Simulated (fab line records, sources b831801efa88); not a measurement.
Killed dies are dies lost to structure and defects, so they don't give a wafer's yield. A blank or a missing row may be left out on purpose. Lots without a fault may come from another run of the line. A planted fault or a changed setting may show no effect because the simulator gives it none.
Which tool did it? | flow sky130 | 11 lots, 33 wafers sampled, at 6 steps of a route of 708

WHAT THE GAUGES READ, wafer by wafer
SKY_GATE_OXIDE_OVL_MEAS_10. Usual: GATE_OXIDE_OVL -0.7 nm, standard deviation 1.3.
lot  | measured     | on         | GATE_OXIDE_OVL (nm) | flag
L251 | day 13 22:40 | overlay-02 | 1.1 0.3 0.6         |
L254 | day 15 07:18 | overlay-02 | -1.9 -1.7 0.4       |
L256 | day 15 20:21 | overlay-02 | -2.6 -2.3 -1.2      |
L258 | day 16 05:13 | overlay-02 | -0.2 -1.5 -0.5      |
L261 | day 17 17:13 | overlay-02 | -1.8 -1.7 -3.3      |
L262 | day 17 20:02 | overlay-01 | 1.1 1.4 0.1         |
L264 | day 18 06:29 | overlay-01 | -1.3 -3.9 -1.1      |
L263 | day 18 08:24 | overlay-01 | 0.2 0.8 1.7         |
L265 | day 18 14:17 | overlay-01 | 0.9 1.1 0.8         |
L271 | day 21 02:44 | overlay-01 | 0.0 -1.0 -1.8       |
L274 | day 22 01:09 | overlay-01 | 0.0 0.5 -1.1        |

SKY_LDD_HVP_TW_MEAS_10. Usual: LDD_HVP_TW 459.1, standard deviation 2.6.
lot  | measured     | on            | LDD_HVP_TW        | flag
L251 | day 21 17:23 | film_metro-01 | 456.2 460.4 458.2 |
L254 | day 23 05:54 | film_metro-04 | 457.7 458.3 458.4 |
L256 | day 23 23:59 | film_metro-04 | 459.4 465.3 465.0 |
L258 | day 24 08:11 | film_metro-03 | 453.0 458.3 453.8 |
L261 | day 25 14:52 | film_metro-04 | 461.7 459.9 460.7 |
L262 | day 25 19:44 | film_metro-01 | 456.2 455.3 458.3 |
L264 | day 26 04:56 | film_metro-04 | 460.7 461.2 459.5 |
L263 | day 26 08:16 | film_metro-01 | 470.9 466.5 468.2 | OFF
L265 | day 26 19:50 | film_metro-04 | 472.2 471.3 469.6 | OFF
L271 | day 29 02:51 | film_metro-04 | 456.9 457.9 458.2 |
L274 | day 29 19:01 | film_metro-01 | 456.7 457.4 456.2 |

SKY_SD_P_TW_MEAS_11. Usual: SD_P_TW 2841, standard deviation 19.
lot  | measured     | on            | SD_P_TW        | flag
L251 | day 25 14:54 | film_metro-02 | 2844 2839 2841 |
L254 | day 27 00:13 | film_metro-02 | 2815 2849 2832 |
L256 | day 27 19:49 | film_metro-04 | 2853 2849 2838 |
L258 | day 28 06:14 | film_metro-04 | 2835 2853 2854 |
L261 | day 29 08:44 | film_metro-04 | 2850 2861 2850 |
L262 | day 29 13:09 | film_metro-04 | 2838 2866 2852 |
L264 | day 29 22:36 | film_metro-04 | 2850 2868 2842 |
L263 | day 29 23:55 | film_metro-04 | 2846 2872 2864 |
L265 | day 30 11:08 | film_metro-04 | 2850 2853 2835 |
L271 | day 32 16:02 | film_metro-04 | 2855 2841 2852 |
L274 | day 33 08:32 | film_metro-03 | 2805 2807 2800 |

WHICH TOOL RAN EACH LOT (tool, then ch and the chambers of the sampled wafers, then the start)
lot  | SKY_POLY_GATE_ETCH_16              | SKY_LDD_HVN_COAT_02               | SKY_LDD_HVN_STRIP_09
L251 | rie_diel-04 ch 1,2,3, day 16 13:29 | litho_track-02 ch 0, day 19 18:37 | plasma_asher-01 ch 0,1, day 20 10:19
L254 | rie_diel-01 ch 2,3, day 17 23:09   | litho_track-02 ch 0, day 21 07:28 | plasma_asher-02 ch 0,1, day 21 23:47
L256 | rie_diel-02 ch 0,2,3, day 18 14:15 | litho_track-03 ch 0, day 22 01:10 | plasma_asher-04 ch 0,1, day 22 17:05
L258 | rie_diel-04 ch 1,2, day 18 22:59   | litho_track-04 ch 0, day 22 10:20 | plasma_asher-01 ch 0,1, day 23 01:40
L261 | rie_diel-01 ch 0,1,2, day 20 11:24 | litho_track-04 ch 0, day 23 18:49 | plasma_asher-02 ch 0,1, day 24 10:04
L262 | rie_diel-01 ch 1,2,3, day 20 16:50 | litho_track-02 ch 0, day 23 23:57 | plasma_asher-02 ch 0,1, day 24 15:29
L264 | rie_diel-04 ch 1,3, day 21 01:41   | litho_track-04 ch 0, day 24 08:34 | plasma_asher-01 ch 0,1, day 24 23:26
L263 | rie_diel-04 ch 1,2, day 21 05:11   | litho_track-04 ch 0, day 24 12:14 | plasma_asher-01 ch 0,1, day 25 03:22
L265 | rie_diel-02 ch 1,2,3, day 21 14:59 | litho_track-04 ch 0, day 24 23:05 | plasma_asher-01 ch 0,1, day 25 13:46
L271 | rie_diel-01 ch 0,1, day 24 02:02   | litho_track-02 ch 0, day 27 07:45 | plasma_asher-04 ch 1, day 27 22:47
L274 | rie_diel-02 ch 0,1,3, day 24 20:53 | litho_track-03 ch 0, day 28 00:29 | plasma_asher-01 ch 0,1, day 28 14:34
- SKY_POLY_GATE_ETCH_16: etches Si3N4 in CH3F/O2, stops on poly-Si, time 147.5 s, target depth 75 nm.
- SKY_LDD_HVN_COAT_02: resist thk 300 nm.
- SKY_LDD_HVN_STRIP_09: strips in O2/N2.

WHAT THE TOOLS THEMSELVES READ (means of the sampled wafers that have a number; where no wafer has one, the mark that the record gives instead)
SKY_POLY_GATE_ETCH_16. Usual: bias_w 80.00 W, standard deviation 0.23; drypump_motor_current_A 5.7 A, standard deviation 0.47; oes_product_au 0.640 a.u., standard deviation 0.0049; rf_fwd_power_W 398.1 W, standard deviation 1.4; throttle_valve_pct 10.535 %, standard deviation 0.0086.
lot  | tool        | bias_w (W) | drypump_motor_current_A (A) | oes_product_au (a.u.) | rf_fwd_power_W (W) | throttle_valve_pct (%) | flag
L251 | rie_diel-04 | 80.01      | 5.7                         | 0.642                 | 396.8              | 10.539                 |
L254 | rie_diel-01 | 79.99      | 5.3                         | 0.634                 | 398.1              | 10.529                 |
L256 | rie_diel-02 | 80.29      | 5.4                         | 0.639                 | 399.6              | 10.536                 |
L258 | rie_diel-04 | 80.17      | 5.4                         | 0.644                 | 398.4              | 10.535                 |
L261 | rie_diel-01 | 79.71      | 5.8                         | 0.644                 | 398.6              | 10.535                 |
L262 | rie_diel-01 | 80.05      | 5.7                         | 0.639                 | 398.1              | 10.530                 |
L264 | rie_diel-04 | 79.90      | 5.9                         | 0.644                 | 397.5              | 10.526                 |
L263 | rie_diel-04 | 79.94      | 5.4                         | 0.645                 | 398.2              | 10.531                 |
L265 | rie_diel-02 | 79.90      | 5.9                         | 0.639                 | 398.8              | 10.538                 |
L271 | rie_diel-01 | 80.04      | 6.1                         | 0.644                 | 398.9              | 10.536                 |
L274 | rie_diel-02 | 80.10      | 5.7                         | 0.639                 | 398.2              | 10.533                 |

SKY_LDD_HVN_STRIP_09. Usual: drypump_motor_current_A 5.6 A, standard deviation 0.47; n2_flow_sccm 300.0 sccm, standard deviation 0.91; oes_product_au 0.408 a.u., standard deviation 0.0045; strip_time_to_endpoint_s 4.136 s, standard deviation 0.014.
lot  | tool            | drypump_motor_current_A (A) | n2_flow_sccm (sccm) | oes_product_au (a.u.) | strip_time_to_endpoint_s (s) | flag
L251 | plasma_asher-01 | 5.4                         | 299.4               | 0.411                 | 4.146                        |
L254 | plasma_asher-02 | 5.9                         | 300.7               | 0.408                 | 4.125                        |
L256 | plasma_asher-04 | 6.0                         | 300.8               | 0.409                 | 4.127                        |
L258 | plasma_asher-01 | 5.4                         | 300.5               | 0.409                 | 4.136                        |
L261 | plasma_asher-02 | 5.9                         | 299.6               | 0.406                 | 4.131                        |
L262 | plasma_asher-02 | 5.9                         | 300.2               | 0.409                 | 4.135                        |
L264 | plasma_asher-01 | 5.4                         | 299.4               | 0.413                 | 4.151                        |
L263 | plasma_asher-01 | 5.3                         | 300.6               | 0.336                 | 2.462                        | OFF
L265 | plasma_asher-01 | 5.4                         | 299.9               | 0.337                 | 2.472                        | OFF
L271 | plasma_asher-04 | 6.4                         | 299.8               | 0.404                 | 4.141                        |
L274 | plasma_asher-01 | 5.4                         | 298.5               | 0.408                 | 4.127                        |

THE ANSWER, worked out from the rows above alone
Rule: a lot is off if the mean of its wafers that have a number lies more than 3 standard deviations from the usual mean. A lot without any number at a reading at which 4 lots or more have one is off too. The other lots that the step has rows for count as sound. The gauges are gone through in route order, then the tools' own readings, and for those a lot's mean is taken as printed above. The first step at which some lot is off is used, and at that step the reading that is off furthest; a lot without a number counts as furthest.
Off: L263, L265, at SKY_LDD_HVP_TW_MEAS_10 (LDD_HVP_TW).
A tool fits if, at a process step before that reading, it ran every lot that is off, and no sound lot after the first of them. The gauges at SKY_LDD_HVP_TW_MEAS_10 aren't tried: what is off there is off at SKY_LDD_HVN_STRIP_09 too, on other tools, and a gauge's error can't cause that. One fits: litho_track-04 at SKY_LDD_HVN_COAT_02. Its last sound lot is L264 (day 24 08:34), its first lot that is off L263 (day 24 12:14): a fault that began between those two fits.

WHAT THE SIMULATOR HAD PUT IN
Process parameter drift: litho_track-04, from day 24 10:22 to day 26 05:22, at SKY_LDD_HVN_COAT_02. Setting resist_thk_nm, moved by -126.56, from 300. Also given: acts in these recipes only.
Lots struck among those shown: L263, L265. The rule above found the same.
